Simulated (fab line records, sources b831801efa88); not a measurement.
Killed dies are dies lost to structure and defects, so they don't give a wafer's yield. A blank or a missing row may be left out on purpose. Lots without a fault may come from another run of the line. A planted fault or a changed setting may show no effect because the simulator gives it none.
A struck lot beside a sound one | flow sky130 | 42 steps out of a route of 708
Sound: wafers L598.1, L598.5, L598.6. Struck: wafers L600.3, L600.5. (L600.1 of the same lot was not struck and is left out.) The cause comes at the end.
At each step with rows: each side's tool, then ch and its chambers, then its first start. Under that, the readings that differ: sound wafers | struck wafers | difference of the means | sigmas: that difference in standard deviations of wafers without a fault.
alike: readings whose means differ by less than 2 such deviations, and words and numbers that are the same on both sides. not compared: withheld readings, readings that some wafer has no value for, bounds like >300 that may hide the same value, and numbers for which the record gives no deviation and whose values overlap.
The two part at a step that has a row with sigmas, a row that says differs or no value, or rows on one side only. Numbers that don't overlap but have no deviation are shown without sigmas and don't part them. A reading that every wafer of one side lacks parts them only if that side has two wafers or more.

first, 2 steps without rows for these wafers: SKY_PWDE_PEB_05; SKY_PWDE_DEVELOP_06 (develop time 60 s).
SKY_PWDE_OVL_MEAS_07:
  sound on overlay-01, day 4 19:06; struck on overlay-02, day 5 06:00
  alike: PWDE_OVL
then, 1 step without rows for these wafers: SKY_PWDE_IMPLANT_08.
SKY_PWDE_STRIP_09: strips in O2/N2.
  sound on plasma_asher-03 ch 0,1, day 4 19:17; struck on plasma_asher-04 ch 0,1, day 5 06:11
  alike: drypump_motor_current_A, oes_product_au, strip_time_to_endpoint_s
  not compared: rf_hours_counter_h
SKY_PWDE_TW_MEAS_10:
  sound on film_metro-04, day 4 19:23; struck on film_metro-04, day 5 06:17
  alike: PWDE_TW
then, 6 steps without rows for these wafers: SKY_NWELL_DEHYDRATE_03 (time 60 s); SKY_NWELL_HMDS_04 (prime time 60 s); SKY_NWELL_COAT_05 (resist thk 3000 nm); SKY_NWELL_SOFTBAKE_06; SKY_NWELL_EXPOSE_07 (exposes mask NWM, target cd 840 nm); SKY_NWELL_PEB_08.
SKY_NWELL_DEVELOP_09: develop time 60 s.
  sound on litho_track-02 ch 0, day 5 12:00; struck on litho_track-04 ch 0, day 6 00:00
SKY_NWELL_OVL_MEAS_10:
  sound on overlay-02, day 5 12:50; struck on overlay-02, day 6 00:21
  alike: NWELL_00_OVL
then, 3 steps without rows for these wafers: SKY_NWELL_IMPLANT_11; SKY_NWELL_IMPLANT_12; SKY_NWELL_IMPLANT_13.
SKY_NWELL_STRIP_14: strips in O2/N2.
  sound on plasma_asher-04 ch 0,1, day 5 13:19; struck on plasma_asher-04 ch 1, day 6 00:50
  alike: drypump_motor_current_A, oes_product_au, strip_time_to_endpoint_s
  not compared: rf_hours_counter_h
SKY_NWELL_TW_MEAS_15:
  sound on film_metro-04, day 5 13:25; struck on film_metro-01, day 6 00:56
  reading  | sound          | struck    | difference | sigmas
  NWELL_TW | 1799 1790 1785 | 1832 1837 | +43        | +3
then, 7 steps without rows for these wafers: SKY_NWELL_DEHYDRATE_16 (time 60 s); SKY_NWELL_HMDS_17 (prime time 60 s); SKY_NWELL_COAT_18 (resist thk 3000 nm); SKY_NWELL_SOFTBAKE_19; SKY_NWELL_EXPOSE_20 (exposes mask NWM COMPLEMENT, target cd 840 nm); SKY_NWELL_PEB_21; SKY_NWELL_DEVELOP_22 (develop time 60 s).
SKY_NWELL_OVL_MEAS_23:
  sound on overlay-01, day 6 07:38; struck on overlay-01, day 6 18:53
  alike: NWELL_01_OVL
then, 1 step without rows for these wafers: SKY_NWELL_IMPLANT_24.
SKY_NWELL_STRIP_25: strips in O2/N2.
  sound on plasma_asher-01 ch 0,1, day 6 07:49; struck on plasma_asher-02 ch 0,1, day 6 19:04
  alike: drypump_motor_current_A, oes_product_au, strip_time_to_endpoint_s
  not compared: rf_hours_counter_h
SKY_NWELL_TW_MEAS_26:
  sound on film_metro-04, day 6 07:55; struck on film_metro-04, day 6 19:10
  alike: NWELL_2_TW
then, 1 step without rows for these wafers: SKY_NWELL_CLEAN_27 (cleans in SC1/SC2, time 150 s).
SKY_NWELL_RTA_28: time 30 s.
  sound on rtp_anneal-01 ch 0, day 6 08:01; struck on rtp_anneal-02 ch 0, day 6 19:16
  alike: lamp_power_pct, wafer_temp_C_max
SKY_NWELL_RS_MEAS_29: measures by four-point-probe.
  sound on film_metro-04, day 6 08:07; struck on film_metro-04, day 6 19:22
  alike: NWELL_RS
SKY_NWELL_RS_MEAS_31: measures by four-point-probe.
  sound on film_metro-04, day 6 08:22; struck on film_metro-04, day 6 19:37
  alike: PWDE_RS
then, 7 steps without rows for these wafers: SKY_VT_ADJUST_HVTP_DEHYDRATE_00 (time 60 s); SKY_VT_ADJUST_HVTP_HMDS_01 (prime time 60 s); SKY_VT_ADJUST_HVTP_COAT_02 (resist thk 1140 nm); SKY_VT_ADJUST_HVTP_SOFTBAKE_03 (time 60 s); SKY_VT_ADJUST_HVTP_EXPOSE_04 (exposes mask HVTPM, target cd 380 nm); SKY_VT_ADJUST_HVTP_PEB_05; SKY_VT_ADJUST_HVTP_DEVELOP_06 (develop time 60 s).
-- the record jumps here: 41 days lie between the struck wafers' starts before and after (it left off in module VT_ADJUST_HVTP and takes up again in module PAD_OPEN, whose first step shown is number 708 of the route) --
SKY_PAD_OPEN_PROBE_99:
  sound on prober-01, day 47 13:32; struck on prober-02, day 47 14:47
  reading                                     | sound                         | struck              | difference | sigmas
  model.etest.nfet_16v.r_on_ohm_um            | 1.405e+04 1.404e+04 1.405e+04 | 1.516e+04 1.507e+04 | +1.068e+03 |
  model.etest.pfet_16v.r_on_ohm_um            | 1.516e+04 1.528e+04 1.52e+04  | 1.44e+04 1.435e+04  | -8.38e+02  |
  model.etest.res_nwell.line_ohm_um           | 1116 1143 1145                | 1353 1350           | +217       |
  model.etest.res_nwell.width_nm (nm)         | 841.2 844.6 839.6             | 698.1 696.8         | -144.4     |
  model.etest.res_iso_pwell.width_nm (nm)     | 2644 2674 2636                | 2749 2754           | +100       |
  model.etest.pfet_16v.drive_ua_um            | 247 244.9 247.3               | 259.2 264.1         | +15.2      |
  model.etest.nfet_16v.drive_ua_um            | 219.8 220.2 221.3             | 210.4 210.7         | -9.9       |
  model.etest.iso_nwell_nwell.leak_log10_a_um | -13.65 -13.25 -13.36          | -13.91 -13.9        | -0.49      |
  alike: killed_at_M0_to_M3, killed_at_M4_up, killed_at_contacts, killed_at_front_end, killed_at_other, killed_dies, killed_open, killed_short

WHERE THEY PART
Only at SKY_NWELL_TW_MEAS_15, within this record. Later steps at which nothing parts them and some readings are alike: SKY_NWELL_OVL_MEAS_23, SKY_NWELL_STRIP_25, SKY_NWELL_TW_MEAS_26, SKY_NWELL_RTA_28, SKY_NWELL_RS_MEAS_29, SKY_NWELL_RS_MEAS_31, SKY_PAD_OPEN_PROBE_99.

WHY: what the simulator had put in
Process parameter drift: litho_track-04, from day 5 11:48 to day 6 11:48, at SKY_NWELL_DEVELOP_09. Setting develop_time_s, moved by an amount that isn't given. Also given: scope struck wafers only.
